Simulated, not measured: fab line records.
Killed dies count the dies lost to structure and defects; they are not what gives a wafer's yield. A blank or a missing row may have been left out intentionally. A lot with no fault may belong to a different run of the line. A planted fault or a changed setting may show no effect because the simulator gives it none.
fab line records | flow gf180mcu | part 1 of 2: steps 1 to 30 of 38
record lots=5 | wafers=15 | last_day=34
route steps=602 shown M1@328 V1@335 M2@362
lots that met no fault: from a run of the same line without faults
start_h: the number of hours between the record's first day and the start of the first shown wafer of the lot | wait_h: hours since the lot's step before | " as in the row above | L1.1+2: a row that stands for several wafers | - either no value or no given start | * or withheld: withheld | < > ~ a bound
route shown NAME@n: a module of which the file shows steps, and the number in the route of the first | usual: average and standard deviation across the fault-free wafers | same: alike in all rows | chamber/n: place in a boat | sites: the reading at each site | _std_site: standard deviation across them | _edge_site: outer sites' mean less inner sites' | radius_mm: how far each site lies from the wafer's centre | mask NAME#n: copy n | behind: the most recent tool/chamber to have shaped the wafer | hold: the reason the lot was held/the length of the hold in hours/how it ended | device: names the non-switching transistor (n, p or np) | end of line: the tests these same wafers got at the end of their route | step lacking rows: just its recipe | killed: count of dies lost to structure and defects at first sort (not the wafer's yield) | map: a wafer's dies, x killed, . not, _ none there
set.NAME: the setting that was run; set.NAME@STEP: the one run at that earlier step | model.NAME: the simulator's own value behind a step, which no gauge read
a table for each step, a row for each wafer; lots at some steps of the route
services: the hour from which a tool's chamber was out of use, counted from the record's first day as start_h (under 0 if before that day), plus the number of hours and why
## steps
# step GF_M1_DEVELOP_13
# recipe develop_time_s=60 | dev_temp_c=21
lot.wafer  | tool           | chamber | start_h | wait_h
L075.1+5+6 | litho_track-02 | 0       | 402.23  | 0.2
L081.1+4+5 | litho_track-01 | 0       | 454.35  | 0.2
L090.2+3+5 | litho_track-04 | 0       | 532.23  | 0.2
L094.3+4+6 | litho_track-01 | 0       | 557.40  | 0.1
L097.1+3+4 | litho_track-01 | 0       | 586.65  | 0.2
# step GF_M1_CD_MEAS_14
# recipe target_cd_nm=230
# usual cd_nm=230.1/1.4
lot.wafer | tool      | chamber | start_h | wait_h | cd_nm
L075.1    | cd_sem-02 | -       | 402.38  | 0.1    | 228.4
L075.5    | "         | -       | "       | "      | 228.3
L075.6    | "         | -       | "       | "      | 228.4
L081.1    | cd_sem-01 | -       | 454.50  | 0.1    | 230.6
L081.4    | "         | -       | "       | "      | 230.4
L081.5    | "         | -       | "       | "      | 230.1
L090.2    | cd_sem-02 | -       | 532.37  | 0.1    | 229.9
L090.3    | "         | -       | "       | "      | 230.2
L090.5    | "         | -       | "       | "      | 232.1
L094.3    | cd_sem-02 | -       | 557.54  | 0.1    | 232.1
L094.4    | "         | -       | "       | "      | 230.6
L094.6    | "         | -       | "       | "      | 232.1
L097.1    | cd_sem-01 | -       | 586.80  | 0.1    | 231.7
L097.3    | "         | -       | "       | "      | 231.1
L097.4    | "         | -       | "       | "      | 232.5
# step GF_M1_OVL_MEAS_15
# usual M1_OVL=0/4.7
lot.wafer | tool       | chamber | start_h | wait_h | M1_OVL[nm]
L075.1    | overlay-01 | -       | 402.50  | 0.1    | 2
L075.5    | "          | -       | "       | "      | -4
L075.6    | "          | -       | "       | "      | -6
L081.1    | overlay-02 | -       | 454.62  | 0.1    | 1
L081.4    | "          | -       | "       | "      | 5
L081.5    | "          | -       | "       | "      | 5
L090.2    | overlay-01 | -       | 532.48  | 0.1    | 4
L090.3    | "          | -       | "       | "      | 8
L090.5    | "          | -       | "       | "      | -3
L094.3    | overlay-01 | -       | 557.63  | 0.1    | -5
L094.4    | "          | -       | "       | "      | -3
L094.6    | "          | -       | "       | "      | -5
L097.1    | overlay-02 | -       | 586.92  | 0.1    | -9
L097.3    | "          | -       | "       | "      | -6
L097.4    | "          | -       | "       | "      | -6
# step GF_M1_METAL_ETCH_16
# recipe chemistry=Cl2/BCl3 | mask_material=KrF | target_depth_nm=750.8 | stop_on=SiO2 | pressure_mtorr=8 | icp_w=800 | bias_w=140 | Cl2_flow_sccm=80 | bcl3_flow_sccm=40 | time_s=125.1
# usual drypump_motor_current_A=5.8/0.46 | oes_product_au=0.991/0.006 | throttle_valve_pct=28.229/0.0092
lot.wafer | tool         | chamber | start_h | wait_h | drypump_motor_current_A | oes_product_au | rf_hours_counter_h | throttle_valve_pct
L075.1    | rie_metal-04 | 1       | 402.53  | 0.0    | 6.0                     | 0.997          | 11                 | 28.230
L075.5    | "            | 1       | "       | "      | 6.0                     | 0.998          | -                  | 28.232
L075.6    | "            | 0       | "       | "      | 5.5                     | 0.992          | -                  | 28.237
L081.1    | rie_metal-04 | 1       | 454.65  | 0.0    | 6.0                     | 0.989          | 12                 | 28.219
L081.4    | "            | 0       | "       | "      | 5.5                     | 0.989          | -                  | 28.246
L081.5    | "            | 1       | "       | "      | 6.0                     | 1.000          | -                  | 28.233
L090.2    | rie_metal-04 | 0       | 532.55  | 0.1    | 5.5                     | 0.985          | -                  | 28.237
L090.3    | "            | 0       | "       | "      | 5.5                     | 0.971          | -                  | 28.243
L090.5    | "            | 0       | "       | "      | 5.5                     | 0.986          | -                  | 28.231
L094.3    | rie_metal-03 | 1       | 557.70  | 0.1    | 5.5                     | 0.987          | -                  | 28.222
L094.4    | "            | 0       | "       | "      | 6.6                     | 0.996          | -                  | 28.224
L094.6    | "            | 0       | "       | "      | 6.6                     | 0.987          | -                  | 28.234
L097.1    | rie_metal-04 | 0       | 586.95  | 0.0    | 5.5                     | 0.982          | 8                  | 28.230
L097.3    | "            | 1       | "       | "      | 6.0                     | 0.994          | -                  | 28.240
L097.4    | "            | 0       | "       | "      | 5.5                     | 0.991          | -                  | 28.243
# step GF_M1_STRIP_17
# recipe chemistry=O2/N2 | power_w=1400 | pressure_mtorr=1500 | platen_temp_c=250 | o2_flow_sccm=3000 | n2_flow_sccm=300 | overash_fraction=0.5
# usual drypump_motor_current_A=5.60/0.2 | heater_power_w=330/32 | n2_flow_sccm=300.1/0.93 | oes_product_au=0.537/0.0049 | strip_time_to_endpoint_s=7.37/0.059
lot.wafer | tool            | chamber | start_h | wait_h | drypump_motor_current_A | heater_power_w | n2_flow_sccm | oes_product_au | rf_hours_counter_h | strip_time_to_endpoint_s
L075.1    | plasma_asher-02 | 1       | 402.66  | 0.1    | 5.45                    | 385            | 299.9        | 0.532          | 64                 | 7.29
L075.5    | "               | 1       | "       | "      | 5.45                    | 393            | 300.2        | 0.542          | -                  | 7.25
L075.6    | "               | 0       | "       | "      | 5.69                    | 331            | 299.5        | 0.539          | -                  | 7.40
L081.1    | plasma_asher-02 | 0       | 454.78  | 0.1    | 5.73                    | 325            | 299.3        | 0.533          | 70                 | 7.40
L081.4    | "               | 0       | "       | "      | 5.71                    | 321            | 299.7        | 0.539          | -                  | 7.44
L081.5    | "               | 0       | "       | "      | 5.73                    | 323            | 300.3        | 0.529          | -                  | 7.40
L090.2    | plasma_asher-04 | 0       | 532.77  | 0.2    | 5.23                    | 318            | 301.7        | 0.543          | 93                 | 7.49
L090.3    | "               | 0       | "       | "      | 5.22                    | 323            | 300.0        | 0.544          | -                  | 7.53
L090.5    | "               | 0       | "       | "      | 5.22                    | 319            | 301.0        | 0.542          | -                  | 7.50
L094.3    | plasma_asher-04 | 1       | 557.81  | 0.1    | 5.85                    | 274            | 299.9        | 0.533          | -                  | 7.35
L094.4    | "               | 0       | "       | "      | 5.21                    | 326            | 300.6        | 0.539          | -                  | 7.33
L094.6    | "               | 0       | "       | "      | 5.24                    | 319            | 298.9        | 0.528          | -                  | 7.34
L097.1    | plasma_asher-03 | 1       | 587.08  | 0.1    | 5.58                    | 331            | 300.0        | 0.535          | 48                 | 7.40
L097.3    | "               | 1       | "       | "      | 5.56                    | 343            | 300.0        | 0.529          | -                  | 7.26
L097.4    | "               | 0       | "       | "      | 5.77                    | 326            | 299.0        | 0.536          | -                  | 7.37
# step GF_M1_STRIP_18
# recipe chemistry=post_etch_residue_remover | time_s=1200 | temp_c=72.5
lot.wafer  | tool         | chamber | start_h | wait_h
L075.1+5+6 | wet_bench-04 | 2       | 402.76  | 0.1
L081.1+4+5 | wet_bench-04 | 0       | 454.88  | 0.1
L090.2+3+5 | wet_bench-02 | 1       | 532.87  | 0.1
L094.3+4+6 | wet_bench-02 | 0       | 557.88  | 0.0
L097.1+3+4 | wet_bench-03 | 0       | 587.18  | 0.1
# step GF_M1_CLEAN_19
# recipe chemistry=DIW | dry=n2_spin
lot.wafer  | tool         | chamber | start_h | wait_h
L075.1+5+6 | wet_bench-02 | 1       | 403.10  | 0.0
L081.1+4+5 | wet_bench-03 | 2       | 455.22  | 0.0
L090.2+3+5 | wet_bench-02 | 1       | 533.24  | 0.0
L094.3+4+6 | wet_bench-03 | 2       | 558.22  | 0.0
L097.1+3+4 | wet_bench-04 | 3       | 587.55  | 0.0
# step GF_V1_CVD_00
# recipe material=SiO2 | target_thk_nm=600 | sigma_open_frac=0.3 | temp_c=400 | time_s=100 | sih4_flow_sccm=60 | pressure_mtorr=6
lot.wafer  | tool      | chamber | start_h | wait_h
L075.1+5+6 | hdpcvd-02 | 0,2,0   | 403.29  | 0.0
L081.1+4+5 | hdpcvd-02 | 0,0,1   | 455.32  | 0.0
L090.2+3+5 | hdpcvd-02 | 0,1,0   | 533.34  | 0.0
L094.3+4+6 | hdpcvd-01 | 1,0,2   | 558.32  | 0.0
L097.1+3+4 | hdpcvd-02 | 2,1,1   | 587.74  | 0.0
# step GF_V1_THK_MEAS_01
# recipe reads=SiO2_of_V1_CVD_00
# usual V1_CVD_00_THK=597/6.5
lot.wafer | tool          | chamber | start_h | wait_h | V1_CVD_00_THK[nm]
L075.1    | film_metro-02 | -       | 403.36  | 0.0    | 600
L075.5    | "             | -       | "       | "      | 593
L075.6    | "             | -       | "       | "      | 598
L081.1    | film_metro-03 | -       | 455.39  | 0.0    | 591
L081.4    | "             | -       | "       | "      | 588
L081.5    | "             | -       | "       | "      | 588
L090.2    | film_metro-01 | -       | 533.42  | 0.0    | 596
L090.3    | "             | -       | "       | "      | 594
L090.5    | "             | -       | "       | "      | 596
L094.3    | film_metro-01 | -       | 558.42  | 0.1    | 592
L094.4    | "             | -       | "       | "      | 596
L094.6    | "             | -       | "       | "      | 602
L097.1    | film_metro-01 | -       | 587.81  | 0.0    | 598
L097.3    | "             | -       | "       | "      | 605
L097.4    | "             | -       | "       | "      | 612
# step GF_V1_CVD_02
# recipe material=SiO2 | target_thk_nm=850 | precursor=TEOS | temp_c=400 | time_s=94.851 | rf_w=600
# usual heater_power_w=597/97
lot.wafer | tool     | chamber | start_h | wait_h | heater_power_w
L075.1    | pecvd-02 | 1       | 403.42  | 0.1    | 621
L075.5    | "        | 2       | "       | "      | 524
L075.6    | "        | 0       | "       | "      | 665
L081.1    | pecvd-03 | 0       | 455.45  | 0.1    | 600
L081.4    | "        | 2       | "       | "      | 512
L081.5    | "        | 1       | "       | "      | 672
L090.2    | pecvd-02 | 2       | 533.47  | 0.0    | 417
L090.3    | "        | 1       | "       | "      | 596
L090.5    | "        | 2       | "       | "      | 475
L094.3    | pecvd-04 | 0       | 558.46  | 0.0    | 649
L094.4    | "        | 0       | "       | "      | 694
L094.6    | "        | 1       | "       | "      | 589
L097.1    | pecvd-04 | 0       | 587.87  | 0.1    | 758
L097.3    | "        | 1       | "       | "      | 613
L097.4    | "        | 2       | "       | "      | 570
# step GF_V1_THK_MEAS_03
# recipe reads=SiO2_of_V1_CVD_02
# usual V1_CVD_02_THK=852/11
lot.wafer | tool          | chamber | start_h | wait_h | V1_CVD_02_THK[nm]
L075.1    | film_metro-01 | -       | 403.49  | 0.0    | 858
L075.5    | "             | -       | "       | "      | 864
L075.6    | "             | -       | "       | "      | 852
L081.1    | film_metro-02 | -       | 455.52  | 0.0    | 841
L081.4    | "             | -       | "       | "      | 865
L081.5    | "             | -       | "       | "      | 845
L090.2    | film_metro-01 | -       | 533.55  | 0.0    | 844
L090.3    | "             | -       | "       | "      | 851
L090.5    | "             | -       | "       | "      | 856
L094.3    | film_metro-03 | -       | 558.54  | 0.1    | 837
L094.4    | "             | -       | "       | "      | 864
L094.6    | "             | -       | "       | "      | 853
L097.1    | film_metro-02 | -       | 587.94  | 0.0    | 840
L097.3    | "             | -       | "       | "      | 849
L097.4    | "             | -       | "       | "      | 858
# step GF_V1_CMP_04
# recipe material=SiO2 | down_force_psi=4 | platen_rpm=60 | pad_velocity_m_s=0.94248
# usual motor_current_A=11.7/1.2 | time_to_endpoint_s=82/6
lot.wafer | tool   | chamber | start_h | wait_h | motor_current_A | time_to_endpoint_s
L075.1    | cmp-01 | 1       | 403.55  | 0.1    | 11.4            | 88
L075.5    | "      | 1       | "       | "      | 11.4            | 87
L075.6    | "      | 2       | "       | "      | 10.6            | 91
L081.4    | cmp-02 | 1       | 455.58  | 0.0    | 11.7            | 83
L081.1    | "      | 2       | "       | "      | 13.7            | 77
L081.5    | "      | 2       | "       | "      | 14.8            | 77
L090.2    | cmp-01 | 1       | 533.60  | 0.0    | 11.0            | 77
L090.3    | "      | 2       | "       | "      | 10.8            | 83
L090.5    | "      | 2       | "       | "      | 10.9            | 87
L094.3    | cmp-01 | 3       | 558.58  | 0.0    | 10.0            | 70
L094.4    | "      | 2       | "       | "      | 10.8            | 87
L094.6    | "      | 3       | "       | "      | 9.3             | 76
L097.3    | cmp-01 | 3       | 588.02  | 0.1    | 10.2            | 75
L097.1    | "      | 1       | "       | "      | 12.3            | 81
L097.4    | "      | 2       | "       | "      | 11.4            | 89
# step GF_V1_BOW_MEAS_05
# recipe mode=bow
# usual V1_BOW=81/7
lot.wafer | tool          | chamber | start_h | wait_h | V1_BOW[um]
L075.1    | film_metro-03 | -       | 403.85  | 0.2    | 88
L075.5    | "             | -       | "       | "      | 72
L075.6    | "             | -       | "       | "      | 96
L081.1    | film_metro-03 | -       | 455.88  | 0.2    | 85
L081.4    | "             | -       | "       | "      | 83
L081.5    | "             | -       | "       | "      | 78
L090.2    | film_metro-01 | -       | 533.92  | 0.3    | 80
L090.3    | "             | -       | "       | "      | 76
L090.5    | "             | -       | "       | "      | 78
L094.3    | film_metro-03 | -       | 558.92  | 0.3    | 78
L094.4    | "             | -       | "       | "      | 79
L094.6    | "             | -       | "       | "      | 80
L097.1    | film_metro-02 | -       | 588.32  | 0.1    | 82
L097.3    | "             | -       | "       | "      | 76
L097.4    | "             | -       | "       | "      | 86
# step GF_V1_DEHYDRATE_06
# recipe temp_c=200 | time_s=60
lot.wafer  | tool           | chamber | start_h | wait_h
L075.1+5+6 | litho_track-04 | 0       | 414.30  | 10.4
L081.1+4+5 | litho_track-01 | 0       | 467.30  | 11.4
L090.2+3+5 | litho_track-03 | 0       | 544.51  | 10.6
L094.3+4+6 | litho_track-03 | 0       | 569.98  | 11.0
L097.1+3+4 | litho_track-03 | 0       | 598.38  | 10.0
# step GF_V1_HMDS_07
# recipe prime_time_s=60 | prime_temp_c=120
# usual prime_temp_c=120.00/0.12
# same prime_time_s=60
lot.wafer | tool           | chamber | start_h | wait_h | prime_temp_c
L075.1    | litho_track-04 | 0       | 414.45  | 0.1    | 120.15
L075.5    | "              | 0       | "       | "      | 119.93
L075.6    | "              | 0       | "       | "      | 120.02
L081.1    | litho_track-01 | 0       | 467.45  | 0.1    | 119.91
L081.4    | "              | 0       | "       | "      | 119.78
L081.5    | "              | 0       | "       | "      | 119.98
L090.2    | litho_track-03 | 0       | 544.66  | 0.1    | 119.90
L090.3    | "              | 0       | "       | "      | 119.85
L090.5    | "              | 0       | "       | "      | 119.95
L094.3    | litho_track-03 | 0       | 570.13  | 0.1    | 119.93
L094.4    | "              | 0       | "       | "      | 120.05
L094.6    | "              | 0       | "       | "      | 120.15
L097.1    | litho_track-03 | 0       | 598.53  | 0.1    | 119.98
L097.3    | "              | 0       | "       | "      | 120.09
L097.4    | "              | 0       | "       | "      | 120.07
# step GF_V1_COAT_08
# recipe resist=BARC | temp_c=withheld | time_s=withheld | spin_rpm=withheld | resist_thk_nm=withheld
lot.wafer  | tool           | chamber | start_h | wait_h
L075.1+5+6 | litho_track-04 | 0       | 414.60  | 0.1
L081.1+4+5 | litho_track-01 | 0       | 467.60  | 0.1
L090.2+3+5 | litho_track-03 | 0       | 544.81  | 0.1
L094.3+4+6 | litho_track-03 | 0       | 570.28  | 0.1
L097.1+3+4 | litho_track-03 | 0       | 598.68  | 0.1
# step GF_V1_COAT_09
# recipe resist=KrF | spin_rpm=withheld | resist_thk_nm=1000
lot.wafer  | tool           | chamber | start_h | wait_h
L075.1+5+6 | litho_track-04 | 0       | -       | -
L081.1+4+5 | litho_track-01 | 0       | -       | -
L090.2+3+5 | litho_track-03 | 0       | -       | -
L094.3+4+6 | litho_track-03 | 0       | -       | -
L097.1+3+4 | litho_track-03 | 0       | -       | -
# step GF_V1_SOFTBAKE_10
# recipe temp_c=130 | time_s=60 | resist=KrF
lot.wafer  | tool           | chamber | start_h | wait_h
L075.1+5+6 | litho_track-04 | 0       | -       | -
L081.1+4+5 | litho_track-01 | 0       | -       | -
L090.2+3+5 | litho_track-03 | 0       | -       | -
L094.3+4+6 | litho_track-03 | 0       | -       | -
L097.1+3+4 | litho_track-03 | 0       | -       | -
# step GF_V1_EXPOSE_11
# recipe mask_id=Via1 | target_cd_nm=260 | na=0.68 | source_shape=conventional | sigma_outer=0.6 | dose_mj=38
lot.wafer  | tool           | chamber | start_h | wait_h | mask
L075.1+5+6 | krf_scanner-02 | 0       | -       | -      | Via1#0
L081.1+4+5 | krf_scanner-02 | 0       | -       | -      | Via1#0
L090.2+3+5 | krf_scanner-02 | 0       | -       | -      | Via1#0
L094.3+4+6 | krf_scanner-02 | 0       | -       | -      | Via1#0
L097.1+3+4 | krf_scanner-01 | 0       | -       | -      | Via1#0
# step GF_V1_PEB_12
# recipe peb_temp_c=135 | peb_time_s=90 | resist=KrF
lot.wafer  | tool           | chamber | start_h | wait_h
L075.1+5+6 | litho_track-04 | 0       | -       | -
L081.1+4+5 | litho_track-01 | 0       | -       | -
L090.2+3+5 | litho_track-04 | 0       | -       | -
L094.3+4+6 | litho_track-03 | 0       | -       | -
L097.1+3+4 | litho_track-03 | 0       | -       | -
# step GF_V1_DEVELOP_13
# recipe develop_time_s=60 | resist=KrF | dev_temp_c=21
lot.wafer  | tool           | chamber | start_h | wait_h
L075.1+5+6 | litho_track-04 | 0       | 427.10  | 0.2
L081.1+4+5 | litho_track-01 | 0       | 480.45  | 0.2
L090.2+3+5 | litho_track-04 | 0       | 556.43  | 0.2
L094.3+4+6 | litho_track-03 | 0       | 581.33  | 0.1
L097.1+3+4 | litho_track-03 | 0       | 609.13  | 0.2
# step GF_V1_CD_MEAS_14
# recipe target_cd_nm=260
# usual cd_nm=260.1/1.2
lot.wafer | tool      | chamber | start_h | wait_h | cd_nm
L075.1    | cd_sem-02 | -       | 427.25  | 0.1    | 261.2
L075.5    | "         | -       | "       | "      | 261.5
L075.6    | "         | -       | "       | "      | 261.6
L081.1    | cd_sem-01 | -       | 480.60  | 0.1    | 260.2
L081.4    | "         | -       | "       | "      | 260.9
L081.5    | "         | -       | "       | "      | 260.1
L090.2    | cd_sem-01 | -       | 556.57  | 0.1    | 258.2
L090.3    | "         | -       | "       | "      | 260.3
L090.5    | "         | -       | "       | "      | 260.5
L094.3    | cd_sem-02 | -       | 581.47  | 0.1    | 259.0
L094.4    | "         | -       | "       | "      | 259.1
L094.6    | "         | -       | "       | "      | 260.3
L097.1    | cd_sem-01 | -       | 609.28  | 0.1    | 257.8
L097.3    | "         | -       | "       | "      | 259.1
L097.4    | "         | -       | "       | "      | 258.8
# step GF_V1_OVL_MEAS_15
# usual V1_OVL=1/5.1
lot.wafer | tool       | chamber | start_h | wait_h | V1_OVL[nm]
L075.1    | overlay-01 | -       | 427.37  | 0.1    | 5
L075.5    | "          | -       | "       | "      | 2
L075.6    | "          | -       | "       | "      | -1
L081.1    | overlay-01 | -       | 480.72  | 0.1    | 0
L081.4    | "          | -       | "       | "      | 0
L081.5    | "          | -       | "       | "      | 11
L090.2    | overlay-01 | -       | 556.68  | 0.1    | 10
L090.3    | "          | -       | "       | "      | 1
L090.5    | "          | -       | "       | "      | 8
L094.3    | overlay-01 | -       | 581.56  | 0.1    | -2
L094.4    | "          | -       | "       | "      | 1
L094.6    | "          | -       | "       | "      | 2
L097.1    | overlay-01 | -       | 609.40  | 0.1    | 1
L097.3    | "          | -       | "       | "      | 9
L097.4    | "          | -       | "       | "      | 7
# step GF_V1_ETCH_16
# recipe chemistry=N2/H2 | target_depth_a=withheld | overetch_a=withheld | time_s=withheld | target=BARC | ion_energy_ev=200 | source_w=500 | bias_w=100 | pressure_mtorr=30 | n2_flow_sccm=100 | h2_flow_sccm=200
# usual drypump_motor_current_A=5.37/0.27 | n2_flow_sccm=100.0/0.31 | oes_product_au=0.854/0.0045 | throttle_valve_pct=13.224/0.01
lot.wafer | tool        | chamber | start_h | wait_h | drypump_motor_current_A | n2_flow_sccm | oes_product_au | throttle_valve_pct
L075.1    | rie_diel-03 | 2       | 427.41  | 0.0    | 5.84                    | 100.4        | 0.849          | 13.217
L075.5    | "           | 2       | "       | "      | 5.81                    | 100.6        | 0.859          | 13.234
L075.6    | "           | 3       | "       | "      | 5.21                    | 100.0        | 0.851          | 13.213
L081.1    | rie_diel-02 | 3       | 480.75  | 0.0    | 5.14                    | 100.0        | 0.850          | 13.232
L081.4    | "           | 1       | "       | "      | 5.64                    | 100.3        | 0.855          | 13.226
L081.5    | "           | 3       | "       | "      | 5.11                    | 99.7         | 0.859          | 13.221
L090.2    | rie_diel-02 | 1       | 556.71  | 0.0    | 5.63                    | 99.5         | 0.857          | 13.221
L090.3    | "           | 3       | "       | "      | 5.10                    | 100.5        | 0.854          | 13.222
L090.5    | "           | 0       | "       | "      | 5.17                    | 99.8         | 0.850          | 13.236
L094.3    | rie_diel-03 | 3       | 581.59  | 0.0    | 5.23                    | 99.9         | 0.854          | 13.226
L094.4    | "           | 1       | "       | "      | 5.33                    | 99.9         | 0.850          | 13.223
L094.6    | "           | 1       | "       | "      | 5.35                    | 99.8         | 0.861          | 13.209
L097.1    | rie_diel-02 | 2       | 609.44  | 0.0    | 5.27                    | 99.9         | 0.853          | 13.221
L097.3    | "           | 0       | "       | "      | 5.13                    | 99.9         | 0.852          | 13.216
L097.4    | "           | 1       | "       | "      | 5.63                    | 99.9         | 0.854          | 13.236
# step GF_V1_ETCH_17
# recipe chemistry=C4F8/O2/Ar | mask_material=KrF | target=SiO2 | stop_on=TiN | source_w=1500 | bias_w=1200 | pressure_mtorr=40 | c4f8_flow_sccm=withheld | O2_flow_sccm=6 | Ar_flow_sccm=300 | time_s=withheld | target_depth_a=6300
# usual oes_product_au=0.855/0.0045
lot.wafer | tool        | chamber | start_h | wait_h | oes_product_au
L075.1    | rie_diel-03 | 2       | -       | -      | 0.850
L075.5    | "           | 2       | "       | "      | 0.855
L075.6    | "           | 3       | "       | "      | 0.855
L081.1    | rie_diel-02 | 3       | -       | -      | 0.858
L081.4    | "           | 1       | "       | "      | 0.862
L081.5    | "           | 3       | "       | "      | 0.854
L090.2    | rie_diel-02 | 1       | -       | -      | 0.847
L090.3    | "           | 3       | "       | "      | 0.856
L090.5    | "           | 0       | "       | "      | 0.861
L094.3    | rie_diel-03 | 3       | -       | -      | 0.860
L094.4    | "           | 1       | "       | "      | 0.859
L094.6    | "           | 1       | "       | "      | 0.861
L097.1    | rie_diel-02 | 2       | -       | -      | 0.859
L097.3    | "           | 0       | "       | "      | 0.857
L097.4    | "           | 1       | "       | "      | 0.861
# step GF_V1_STRIP_18
# recipe chemistry=O2/N2 | power_w=1400 | pressure_mtorr=1500 | platen_temp_c=250 | o2_flow_sccm=3000 | n2_flow_sccm=300 | overash_fraction=0.5
# usual drypump_motor_current_A=5.7/0.32 | heater_power_w=344/28 | n2_flow_sccm=300.0/0.97 | oes_product_au=0.593/0.0046
lot.wafer | tool            | chamber | start_h | wait_h | drypump_motor_current_A | heater_power_w | n2_flow_sccm | oes_product_au | rf_hours_counter_h
L075.1    | plasma_asher-03 | 0       | 427.54  | -      | 5.8                     | 326            | 300.6        | 0.587          | 30
L075.5    | "               | 1       | "       | "      | 5.6                     | 340            | 300.0        | 0.586          | -
L075.6    | "               | 0       | "       | "      | 5.7                     | 316            | 300.2        | 0.590          | -
L081.1    | plasma_asher-02 | 0       | 480.88  | -      | 5.7                     | 316            | 300.8        | 0.589          | 72
L081.4    | "               | 0       | "       | "      | 5.7                     | 327            | 301.0        | 0.589          | -
L081.5    | "               | 1       | "       | "      | 5.5                     | 388            | 299.2        | 0.595          | -
L090.2    | plasma_asher-02 | 0       | 556.84  | -      | 5.7                     | 326            | 299.1        | 0.593          | 81
L090.3    | "               | 0       | "       | "      | 5.7                     | 325            | 299.6        | 0.593          | -
L090.5    | "               | 1       | "       | "      | 5.4                     | 378            | 300.8        | 0.599          | -
L094.3    | plasma_asher-03 | 1       | 581.75  | -      | 5.6                     | 338            | 299.9        | 0.597          | -
L094.4    | "               | 0       | "       | "      | 5.8                     | 321            | 298.1        | 0.599          | -
L094.6    | "               | 0       | "       | "      | 5.8                     | 324            | 299.1        | 0.594          | -
L097.1    | plasma_asher-03 | 0       | 609.57  | -      | 5.8                     | 326            | 300.2        | 0.596          | 50
L097.3    | "               | 1       | "       | "      | 5.6                     | 344            | 299.8        | 0.600          | -
L097.4    | "               | 0       | "       | "      | 5.8                     | 320            | 299.5        | 0.593          | -
# step GF_V1_STRIP_19
# recipe chemistry=post_etch_residue_remover | time_s=1200 | temp_c=72.5
lot.wafer  | tool         | chamber | start_h | wait_h
L075.1+5+6 | wet_bench-03 | 0       | 427.66  | 0.1
L081.1+4+5 | wet_bench-01 | 2       | 480.98  | 0.1
L090.2+3+5 | wet_bench-03 | 2       | 556.94  | 0.1
L094.3+4+6 | wet_bench-01 | 0       | 581.82  | 0.0
L097.1+3+4 | wet_bench-04 | 2       | 609.67  | 0.1
# step GF_V1_CLEAN_20
# recipe chemistry=DIW | dry=n2_spin
lot.wafer  | tool         | chamber | start_h | wait_h
L075.1+5+6 | wet_bench-04 | 1       | 428.03  | 0.0
L081.1+4+5 | wet_bench-04 | 0       | 481.32  | 0.0
L090.2+3+5 | wet_bench-03 | 3       | 557.31  | 0.0
L094.3+4+6 | wet_bench-04 | 0       | 582.19  | 0.0
L097.1+3+4 | wet_bench-03 | 2       | 610.01  | 0.0
# step GF_V1_SPUTTER_21
# recipe material=Ti | target_thk_nm=15 | chamber_pressure_pa=5 | power_w=2500 | substrate_temp_c=200 | time_s=80.02
# usual cathode_dc_power_W=2500.0/0.46 | throttle_valve_pct=30.4/0.79
lot.wafer | tool           | chamber | start_h | wait_h | cathode_dc_power_W | throttle_valve_pct
L075.1    | pvd_sputter-02 | -       | 428.13  | 0.0    | 2498.8             | 29.7
L075.5    | "              | -       | "       | "      | 2499.7             | 29.4
L075.6    | "              | -       | "       | "      | 2500.2             | 30.8
L081.1    | pvd_sputter-02 | -       | 481.42  | 0.0    | 2499.2             | 30.7
L081.4    | "              | -       | "       | "      | 2499.7             | 31.0
L081.5    | "              | -       | "       | "      | 2499.7             | 29.5
L090.2    | pvd_sputter-04 | -       | 557.41  | 0.0    | 2500.3             | 30.9
L090.3    | "              | -       | "       | "      | 2500.0             | 30.1
L090.5    | "              | -       | "       | "      | 2499.8             | 31.1
L094.3    | pvd_sputter-03 | -       | 582.28  | 0.0    | 2500.3             | 30.0
L094.4    | "              | -       | "       | "      | 2500.2             | 30.9
L094.6    | "              | -       | "       | "      | 2500.9             | 30.1
L097.1    | pvd_sputter-04 | -       | 610.19  | 0.0    | 2500.2             | 31.4
L097.3    | "              | -       | "       | "      | 2499.3             | 31.3
L097.4    | "              | -       | "       | "      | 2500.6             | 30.5
# step GF_V1_SPUTTER_22
# recipe material=TiN | target_thk_nm=10 | chamber_pressure_pa=5 | power_w=4000 | time_s=40
# usual cathode_dc_power_W=4000.0/0.71 | throttle_valve_pct=30.4/0.78
lot.wafer | tool           | chamber | start_h | wait_h | cathode_dc_power_W | throttle_valve_pct
L075.1    | pvd_sputter-02 | -       | 428.19  | 0.0    | 4000.3             | 29.7
L075.5    | "              | -       | "       | "      | 4000.2             | 29.8
L075.6    | "              | -       | "       | "      | 3999.6             | 31.1
L081.1    | pvd_sputter-02 | -       | 481.48  | 0.0    | 3999.3             | 30.6
L081.4    | "              | -       | "       | "      | 4000.0             | 30.7
L081.5    | "              | -       | "       | "      | 4000.0             | 29.5
L090.2    | pvd_sputter-04 | -       | 557.47  | 0.0    | 3999.1             | 30.8
L090.3    | "              | -       | "       | "      | 4000.9             | 30.2
L090.5    | "              | -       | "       | "      | 4000.0             | 31.0
L094.3    | pvd_sputter-03 | -       | 582.34  | 0.0    | 4000.1             | 29.6
L094.4    | "              | -       | "       | "      | 3999.2             | 31.0
L094.6    | "              | -       | "       | "      | 3999.9             | 30.6
L097.1    | pvd_sputter-04 | -       | 610.25  | 0.0    | 4000.5             | 31.0
L097.3    | "              | -       | "       | "      | 4000.1             | 31.0
L097.4    | "              | -       | "       | "      | 3998.9             | 30.6
